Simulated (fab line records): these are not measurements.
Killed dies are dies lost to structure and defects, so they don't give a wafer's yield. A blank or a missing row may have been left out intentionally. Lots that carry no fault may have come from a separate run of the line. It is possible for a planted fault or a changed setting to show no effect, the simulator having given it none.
Chamber matching | flow gf180mcu | GF_V4_CMP_04 on cmp-01: 4 sister chambers
The step polishes SiO2. 8 wafers are shown with their chamber, then 8 later ones without.

== WAFERS WITH THEIR CHAMBER ==
wafer  | chamber | motor-current-A (A) | time-to-endpoint-s (s)
L770.5 | 0       | 10.1                | 91
L774.3 | 3       | 12.7                | 77
L775.2 | 0       | 10.4                | 79
L780.1 | 3       | 12.0                | 84
L780.5 | 2       | 13.0                | 76
L781.4 | 2       | 12.7                | 79
L781.6 | 1       | 12.8                | 82
L782.2 | 1       | 11.9                | 73

== WAFERS MISSING THEIR CHAMBER ==
wafer  | motor-current-A (A) | time-to-endpoint-s (s)
L782.3 | 12.3                | 76
L782.6 | 12.4                | 75
L783.2 | 12.8                | 76
L783.5 | 13.2                | 83
L783.6 | 12.5                | 81
L785.4 | 10.4                | 83
L785.5 | 12.3                | 87
L785.6 | 10.8                | 81

== CHAMBER TAKEN BY EACH ==
wafer  | from the rows above          | in truth
L782.3 | can't be placed: 1 or 3 or 2 | 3
L782.6 | can't be placed: 1 or 3 or 2 | 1
L783.2 | can't be placed: 2 or 1 or 3 | 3
L783.5 | can't be placed: 2 or 3 or 1 | 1
L783.6 | can't be placed: 3 or 1 or 2 | 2
L785.4 | 0                            | 0
L785.5 | can't be placed: 3 or 1 or 2 | 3
L785.6 | 0                            | 0
Correctly placed: 2 of 8. From these rows, 6 cannot be placed; in 6 the true chamber is one of the candidates. Number placed wrongly: 0.
How it was worked out, from the rows above alone: a wafer's distance from a chamber is the root of the sum, over the readings, of the square of ((its reading less the chamber's mean) divided by the reading's scatter). If the next closest chamber is less than 2 further off than the closest, the wafer can't be placed; otherwise it belongs to the closest. For every chamber, the mean is computed from those of its wafers that are shown. The scatter: take each reading less its chamber's mean, square it, sum over the shown wafers, divide by the number of wafers less the number of chambers, and take the root.
